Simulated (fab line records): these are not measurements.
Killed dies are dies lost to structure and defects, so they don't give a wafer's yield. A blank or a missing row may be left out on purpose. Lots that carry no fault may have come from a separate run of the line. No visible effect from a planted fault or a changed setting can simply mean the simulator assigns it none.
A lot that was struck, set against a sound lot -- flow gf180mcu -- 18 out of 602 route steps
Sound: the wafers L966.4, L966.5, L966.6. Struck: wafer L967.6 (left out: L967.2, L967.5 of the same lot, which were not struck); the cause appears at the end.
Each step with rows lists, per side, the tool, then ch with its chambers, then its first start. Under that, the readings that differ: sound wafers -- struck wafers -- difference of the means -- sigmas: that difference in standard deviations of wafers without a fault.
alike: readings whose means differ by less than 2 such deviations, and words and numbers that are the same on both sides. not compared: withheld readings, readings that some wafer has no value for, bounds like >300 that may hide the same value, and numbers for which the record gives no deviation and whose values overlap.
Wherever a step has rows on one side only, a row that says differs or no value, or a row with sigmas, the two part there. When numbers do not overlap yet have no deviation, they are printed without sigmas and do not part them. A reading that every wafer of one side lacks parts them only if that side has two wafers or more.

first, 3 steps without rows for these wafers: GF_V3_EXPOSE_11 (exposes mask Via3, target cd 260 nm); GF_V3_PEB_12 (peb time 90 s); GF_V3_DEVELOP_13 (develop time 60 s).
GF_V3_CD_MEAS_14 targets a cd of 260 nm.
  sound on cd_sem-01, day 25 17:13; struck on cd_sem-01, day 26 02:13
reading,sound,struck,difference,sigmas
cd_nm (nm),258.3 258.6 259.6,261.3,+2.5,+2
GF_V3_OVL_MEAS_15:
  sound on overlay-01, day 25 17:17; struck on overlay-01, day 26 02:20
  alike: V3_OVL
GF_V3_ETCH_16: etches BARC in N2/H2.
  sound on rie_diel-04 ch 0,1,2, day 25 17:20; struck on rie_diel-01 ch 2, day 26 02:22
  alike: drypump_motor_current_A, oes_product_au, throttle_valve_pct
GF_V3_ETCH_17: etches SiO2 in C4F8/O2/Ar, stops on TiN, target depth 635 nm.
  sound: rie_diel-04 ch 0,1,2; struck: rie_diel-01 ch 2
  alike: oes_product_au
GF_V3_STRIP_18: strips in O2/N2.
  sound on plasma_asher-04 ch 0,1, day 25 17:28; struck on plasma_asher-04 ch 1, day 26 02:29
  alike: drypump_motor_current_A, heater_power_w, oes_product_au
  not compared: rf_hours_counter_h
then, 2 steps without rows for these wafers: GF_V3_STRIP_19 (strips in post etch residue remover, time 1200 s); GF_V3_CLEAN_20 (cleans in DIW).
GF_V3_SPUTTER_21: material Ti, target thk 15 nm, time 80.02 s.
  sound on pvd_sputter-02, day 25 17:58; struck on pvd_sputter-02, day 26 03:01
  alike: throttle_valve_pct
GF_V3_SPUTTER_22: material TiN, target thk 10 nm, time 40 s.
  sound on pvd_sputter-02, day 25 18:02; struck on pvd_sputter-02, day 26 03:05
  alike: throttle_valve_pct
GF_V3_CVD_23: deposits W, target thk 350 nm, time 104.9 s.
  sound on cvd_w-02 ch 0,1, day 25 18:07; struck on cvd_w-01 ch 0, day 26 03:07
reading,sound,struck,difference,sigmas
model.W_of_V3_CVD_23.thk_nm (nm),354.7 355.7 348.1,277.3,-75.5,
  alike: heater_power_w
GF_V3_RS_MEAS_24: measures by four-point-probe.
  sound on film_metro-02, day 25 18:14; struck on film_metro-02, day 26 03:15
reading,sound,struck,difference,sigmas
V3_W_RS (ohm/sq),0.322 0.322 0.329,0.415,+0.091,+20
GF_V3_THK_MEAS_25: measures by xrf.
  sound on film_metro-02, day 25 18:20; struck on film_metro-02, day 26 03:22
reading,sound,struck,difference,sigmas
V3_W_THK (nm),358 358 348,281,-74,-12
GF_V3_CMP_26: polishes, stops on SiO2, t overpolish 15 s, target thk 0 nm.
  sound on cmp-02 ch 0,2,3, day 25 18:28; struck on cmp-02 ch 2, day 26 03:34
reading,sound,struck,difference,sigmas
time_to_endpoint_s (s),86 82 81,67,-16,-5
  alike: head_pressure_psi, motor_current_A, retaining_ring_pressure_frac
then, 1 step without rows for these wafers: GF_M4_SPUTTER_00 (material Ti, target thk 37.5 nm, time 150 s).
GF_PASSIVATION_PROBE_99:
  the record has rows for the sound wafers here (prober-01, day 31 18:28) and none for the struck ones

== WHERE THEY PART ==
At GF_V3_CD_MEAS_14 first; at GF_PASSIVATION_PROBE_99 last (within this record only).

WHY: the cause the simulator had injected
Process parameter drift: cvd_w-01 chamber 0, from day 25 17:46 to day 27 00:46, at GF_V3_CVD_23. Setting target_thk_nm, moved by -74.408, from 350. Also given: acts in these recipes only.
